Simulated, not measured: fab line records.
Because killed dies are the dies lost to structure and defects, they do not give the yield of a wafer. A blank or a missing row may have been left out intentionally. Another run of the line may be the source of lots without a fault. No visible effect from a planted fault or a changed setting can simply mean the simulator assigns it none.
Comparing a struck lot with a sound one    flow gf180mcu    19 out of 602 route steps
Sound: these wafers, L211.1, L211.3, L211.6. Struck: wafer L214.1. (L214.3, L214.6 of the same lot were not struck and are left out.) The cause comes at the end.
Order at every step that has rows: each side's tool, ch and its chambers, its first start. Under that, the readings that differ: sound wafers    struck wafers    difference of the means    sigmas: that difference in standard deviations of wafers without a fault.
alike: a reading whose means differ by less than 2 such deviations, as well as words and numbers matching on both sides. not compared: withheld readings; readings where some wafer has no value; bounds like >300 that might hide an equal value; numbers whose values overlap and for which the record gives no deviation.
Wherever a step has rows on one side only, a row that says differs or no value, or a row with sigmas, the two part there. When numbers do not overlap yet have no deviation, they are printed without sigmas and do not part them. A reading that every wafer of one side lacks parts them only if that side has two wafers or more.

GF_M3_STRIP_17: strips in O2/N2.
  sound on plasma_asher-03 ch 0,1, day 23 16:41; struck on plasma_asher-03 ch 0, day 24 15:37
  alike: chamber_pressure_mTorr, drypump_motor_current_A, heater_power_w, oes_product_au, strip_time_to_endpoint_s
  not compared: rf_hours_counter_h
then, 3 steps without rows for these wafers: GF_M3_STRIP_18 (strips in post etch residue remover, time 1200 s); GF_M3_CLEAN_19 (cleans in DIW); GF_V3_CVD_00 (deposits SiO2, target thk 600 nm, time 100 s).
GF_V3_THK_MEAS_01:
  sound on film_metro-04 at day 23 17:17; struck on film_metro-02 at day 24 16:16
  alike: V3_CVD_00_THK
GF_V3_CVD_02: deposits SiO2 from TEOS, target thk 850 nm, time 94.851 s.
  sound on pecvd-02 ch 0,2, day 23 17:21; struck on pecvd-02 ch 2, day 24 16:19
  alike: heater_power_w
GF_V3_THK_MEAS_03:
  sound on film_metro-03 at day 23 17:25; struck on film_metro-03 at day 24 16:23
  alike: V3_CVD_02_THK
GF_V3_CMP_04: polishes SiO2.
  sound on cmp-02 ch 1,3, day 23 17:29; struck on cmp-01 ch 1, day 24 16:27
reading             sound              struck  difference  sigmas
slurry_flow_ml_min  149.5 150.7 150.0  149.1   -1.0        -2
  alike: motor_current_A, platen_rpm, time_to_endpoint_s
GF_V3_BOW_MEAS_05:
  sound on film_metro-02 at day 23 17:47; struck on film_metro-02 at day 24 16:45
  alike: V3_BOW
then, 3 steps without rows for these wafers: GF_V3_DEHYDRATE_06 (time 60 s); GF_V3_HMDS_07 (prime time 60 s); GF_V3_COAT_08.
GF_V3_COAT_09: resist thk 1000 nm.
  sound on litho_track-04 ch 0, day 24 04:00; struck on litho_track-01 ch 0, day 25 03:00
reading                              sound            struck  difference  sigmas
model.KrF_of_V3_COAT_09.thk_nm (nm)  995 991.2 992.4  987     -6          
then, 3 steps without rows for these wafers: GF_V3_SOFTBAKE_10 (time 60 s); GF_V3_EXPOSE_11 (exposes mask Via3, target cd 260 nm); GF_V3_PEB_12 (peb time 90 s).
GF_V3_DEVELOP_13: develop time 60 s.
  sound on litho_track-01 ch 0, day 24 16:02; struck on litho_track-01 ch 0, day 25 13:59
reading                              sound              struck  difference  sigmas
model.KrF_of_V3_COAT_09.thk_nm (nm)  980.1 976.3 977.4  972.1   -5.8        
GF_V3_CD_MEAS_14: the cd target is 260 nm.
  sound on cd_sem-02 at day 24 16:11; struck on cd_sem-02 at day 25 14:08
  alike: cd_nm
-- the record jumps here: 6 days lie between the struck wafers' starts before and after (it left off in module V3 and takes up again in module PASSIVATION, whose first step shown is number 602 of the route) --
GF_PASSIVATION_PROBE_99:
  record: rows for the struck wafers here (prober-02, day 31 15:46), none for the sound ones

WHERE THEY PART
Last at GF_PASSIVATION_PROBE_99 as far as this record goes, first at GF_V3_CMP_04.

WHY: what the simulator had put in
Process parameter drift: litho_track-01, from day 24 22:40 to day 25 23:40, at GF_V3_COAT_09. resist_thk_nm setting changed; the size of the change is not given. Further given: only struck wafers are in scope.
